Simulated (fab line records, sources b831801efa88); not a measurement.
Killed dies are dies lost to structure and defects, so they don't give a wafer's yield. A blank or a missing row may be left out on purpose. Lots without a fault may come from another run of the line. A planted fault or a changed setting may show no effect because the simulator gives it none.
Which tool did it? | flow sky130 | 15 lots, 45 wafers sampled, at 5 steps of a route of 708

WHAT THE GAUGES READ, wafer by wafer
SKY_LDD_N_TW_MEAS_17.
lot  | measured     | on            | LDD_N_TW
L337 | day 17 22:12 | film_metro-03 | 2554 2557 2570
L338 | day 18 04:14 | film_metro-01 | 2568 2556 2564
L339 | day 18 14:04 | film_metro-01 | 2554 2556 2567
L343 | day 20 02:00 | film_metro-02 | 2561 2578 2579
L344 | day 20 20:35 | film_metro-01 | 2557 2583 2566
L345 | day 21 06:21 | film_metro-03 | 2599 2594 2583
L346 | day 21 16:26 | film_metro-02 | 2591 2571 2581
L347 | day 21 18:14 | film_metro-02 | 2576 2599 2565
L348 | day 21 18:16 | film_metro-03 | 2593 2587 2586
L349 | day 22 14:14 | film_metro-03 | 2600 2587 2583
L350 | day 23 00:13 | film_metro-03 | 2604 2622 2611
L353 | day 24 02:48 | film_metro-02 | 2589 2592 2593
L357 | day 25 13:37 | film_metro-03 | 2600 2592 2592
L358 | day 25 15:40 | film_metro-03 | 2597 2612 2598
L359 | day 26 03:42 | film_metro-03 | 2598 2587 2596

SKY_LDD_LDN_TW_MEAS_13.
lot  | measured     | on            | LDD_LDN_TW
L337 | day 23 00:39 | film_metro-01 | 1459 1465 1467
L338 | day 23 07:14 | film_metro-01 | 1464 1467 1469
L339 | day 23 17:01 | film_metro-01 | 1471 1465 1472
L343 | day 25 05:12 | film_metro-01 | 1472 1474 1459
L344 | day 25 21:59 | film_metro-01 | 1470 1474 1468
L345 | day 26 09:24 | film_metro-01 | 1457 1464 1458
L346 | day 26 16:53 | film_metro-02 | 1488 1483 1471
L347 | day 26 18:53 | film_metro-01 | 1337 1339 1332
L348 | day 26 18:25 | film_metro-03 | 1475 1477 1473
L349 | day 27 15:53 | film_metro-01 | 1348 1349 1341
L350 | day 27 22:58 | film_metro-01 | 1346 1356 1359
L353 | day 29 00:33 | film_metro-01 | 1463 1454 1467
L357 | day 30 08:16 | film_metro-02 | 1479 1477 1482
L358 | day 30 11:19 | film_metro-03 | 1481 1481 1493
L359 | day 30 21:21 | film_metro-01 | 1474 1464 1469

SKY_POLY_CUT_OVL_MEAS_09.
lot  | measured     | on         | POLY_CUT_OVL (nm)
L337 | day 24 10:32 | overlay-02 | -2 -1 1
L338 | day 24 14:56 | overlay-02 | 5 3 -4
L339 | day 25 00:56 | overlay-02 | -3 -10 -8
L343 | day 26 13:04 | overlay-02 | 10 2 -2
L344 | day 27 06:27 | overlay-02 | -4 -5 -8
L345 | day 27 15:34 | overlay-01 | 2 -5 -4
L346 | day 28 00:41 | overlay-01 | -1 4 3
L348 | day 28 04:26 | overlay-01 | 0 4 -3
L353 | day 30 06:55 | overlay-01 | 2 3 3
L357 | day 31 15:11 | overlay-02 | 4 2 4
L358 | day 31 18:34 | overlay-02 | -5 -2 -7
L359 | day 32 02:43 | overlay-01 | -5 -1 -7

WHICH TOOL RAN EACH LOT (tool, then ch and the chambers of the sampled wafers, then the start)
lot  | SKY_LDD_HVP_STRIP_09                 | SKY_LDD_LDN_IMPLANT_11
L337 | plasma_asher-04 ch 0, day 21 17:41   | implanter-02 ch 0, day 23 00:25
L338 | plasma_asher-03 ch 0,1, day 22 00:28 | implanter-03 ch 0, day 23 06:59
L339 | plasma_asher-02 ch 0,1, day 22 10:08 | implanter-01 ch 0, day 23 16:49
L343 | plasma_asher-02 ch 1, day 23 21:38   | implanter-02 ch 0, day 25 04:58
L344 | plasma_asher-03 ch 0,1, day 24 15:34 | implanter-02 ch 0, day 25 21:44
L345 | plasma_asher-03 ch 0,1, day 25 02:50 | implanter-03 ch 0, day 26 09:10
L346 | plasma_asher-03 ch 1, day 25 10:52   | implanter-03 ch 0, day 26 16:38
L347 | plasma_asher-03 ch 0,1, day 25 12:44 | implanter-03, day 26 18:38
L348 | plasma_asher-03 ch 0,1, day 25 12:24 | implanter-02 ch 0, day 26 18:11
L349 | plasma_asher-03 ch 0,1, day 26 10:23 | implanter-01, day 27 15:38
L350 | plasma_asher-02 ch 0,1, day 26 17:26 | implanter-03, day 27 22:44
L353 | plasma_asher-03 ch 1, day 27 19:29   | implanter-02 ch 0, day 29 00:19
L357 | plasma_asher-02 ch 0,1, day 29 03:40 | implanter-03 ch 0, day 30 08:02
L358 | plasma_asher-03 ch 0,1, day 29 06:12 | implanter-01 ch 0, day 30 11:05
L359 | plasma_asher-02 ch 0,1, day 29 16:49 | implanter-03 ch 0, day 30 21:07
- SKY_LDD_HVP_STRIP_09: strips in O2/N2.
- SKY_LDD_LDN_IMPLANT_11

WHAT THE TOOLS THEMSELVES READ (means of the sampled wafers that have a number; where no wafer has one, the mark that the record gives instead)
SKY_LDD_HVP_STRIP_09.
lot  | tool            | drypump_motor_current_A (A) | oes_product_au (a.u.) | strip_time_to_endpoint_s (s)
L337 | plasma_asher-04 | 5.71                        | 0.405                 | 4.126
L338 | plasma_asher-03 | 5.48                        | 0.410                 | 4.135
L339 | plasma_asher-02 | 5.13                        | 0.409                 | 4.121
L343 | plasma_asher-02 | 5.09                        | 0.411                 | 4.121
L344 | plasma_asher-03 | 5.49                        | 0.409                 | 4.130
L345 | plasma_asher-03 | 5.41                        | 0.413                 | 4.108
L346 | plasma_asher-03 | 5.27                        | 0.408                 | 4.153
L347 | plasma_asher-03 | 5.49                        | 0.413                 | 4.148
L348 | plasma_asher-03 | 5.40                        | 0.408                 | 4.122
L349 | plasma_asher-03 | 5.48                        | 0.407                 | 4.121
L350 | plasma_asher-02 | 5.14                        | 0.408                 | 4.121
L353 | plasma_asher-03 | 5.29                        | 0.408                 | 4.128
L357 | plasma_asher-02 | 5.16                        | 0.406                 | 4.134
L358 | plasma_asher-03 | 5.40                        | 0.412                 | 4.136
L359 | plasma_asher-02 | 5.18                        | 0.407                 | 4.134

SKY_LDD_LDN_IMPLANT_11.
lot  | tool         | beam_energy_keV | beam_on_s (s)
L337 | implanter-02 | 14.998          | 10.00
L338 | implanter-03 | 15.005          | 10.31
L339 | implanter-01 | 14.993          | 9.93
L343 | implanter-02 | 15.004          | 10.13
L344 | implanter-02 | 15.000          | 9.74
L345 | implanter-03 | 15.002          | 10.10
L346 | implanter-03 | 15.003          | 10.00
L347 | implanter-03 | -               | -
L348 | implanter-02 | 14.998          | 9.97
L349 | implanter-01 | -               | -
L350 | implanter-03 | -               | -
L353 | implanter-02 | 15.004          | 9.95
L357 | implanter-03 | 15.000          | 10.05
L358 | implanter-01 | 15.001          | 9.88
L359 | implanter-03 | 15.002          | 10.01

THE ANSWER, worked out from the rows above alone
Rule: what is usual is taken from the lots themselves. Put in order of their means at a reading, lots are off if they are a third of the lots or fewer, leave a main group of 4 or more, and stand apart from it by a gap of 3 or more times the standard deviation of the main group's means; of several such gaps the widest counts. A main group whose means are all the same, to the digits that the tables above print for the reading, isn't used. A lot without any number at a reading at which 4 lots or more have one is off too. The other lots that the step has rows for count as sound. The gauges are gone through in route order, then the tools' own readings, and for those a lot's mean is taken as printed above. The first step at which some lot is off is used, and at that step the reading that is off furthest; a lot without a number counts as furthest.
Off: L347, L349, L350, at SKY_LDD_LDN_TW_MEAS_13 (LDD_LDN_TW). The main group: mean 1471, standard deviation 7.5.
A tool fits if, at a process step before that reading, it ran every lot that is off, and no sound lot after the first of them. The gauges at SKY_LDD_LDN_TW_MEAS_13 aren't tried: what is off there is off at SKY_LDD_LDN_IMPLANT_11 too, on other tools, and a gauge's error can't cause that. None of those tried fits.

WHAT THE SIMULATOR HAD PUT IN
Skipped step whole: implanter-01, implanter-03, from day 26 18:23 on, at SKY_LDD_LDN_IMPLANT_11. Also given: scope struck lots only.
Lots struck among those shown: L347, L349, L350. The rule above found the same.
